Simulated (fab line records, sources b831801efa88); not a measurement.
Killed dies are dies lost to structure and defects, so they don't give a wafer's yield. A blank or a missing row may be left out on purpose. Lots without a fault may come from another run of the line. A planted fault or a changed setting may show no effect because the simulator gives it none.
Which tool did it? | flow sky130 | 7 lots, 21 wafers sampled, at 1 step of a route of 708

WHAT THE GAUGES READ, wafer by wafer
SKY_POLY_GATE_THK_MEAS_01.
lot  | measured     | on            | POLY_GATE_CVD_00_THK (nm)
L200 | day 14 22:22 | film_metro-04 | 179.7 179.0 179.7
L210 | day 18 17:10 | film_metro-01 | 178.7 180.6 178.2
L212 | day 19 09:41 | film_metro-01 | 180.3 178.3 180.0
L214 | day 19 22:18 | film_metro-04 | 180.4 180.7 179.3
L216 | day 21 03:53 | film_metro-04 | 180.2 179.6 180.2
L218 | day 21 11:40 | film_metro-01 | 178.8 178.5 178.3
L220 | day 23 04:44 | film_metro-03 | 178.3 180.6 178.1

WHICH TOOL RAN EACH LOT (tool, then ch and the chambers of the sampled wafers, then the start)
The record holds no process step before these readings.

THE ANSWER, worked out from the rows above alone
Rule: what is usual is taken from the lots themselves. Put in order of their means at a reading, lots are off if they are a third of the lots or fewer, leave a main group of 4 or more, and stand apart from it by a gap of 3 or more times the standard deviation of the main group's means; of several such gaps the widest counts. A main group whose means are all the same, to the digits that the tables above print for the reading, isn't used. A lot without any number at a reading at which 4 lots or more have one is off too. The other lots that the step has rows for count as sound.
No lot is off at any reading shown: from this, nothing can be told.

WHAT THE SIMULATOR HAD PUT IN
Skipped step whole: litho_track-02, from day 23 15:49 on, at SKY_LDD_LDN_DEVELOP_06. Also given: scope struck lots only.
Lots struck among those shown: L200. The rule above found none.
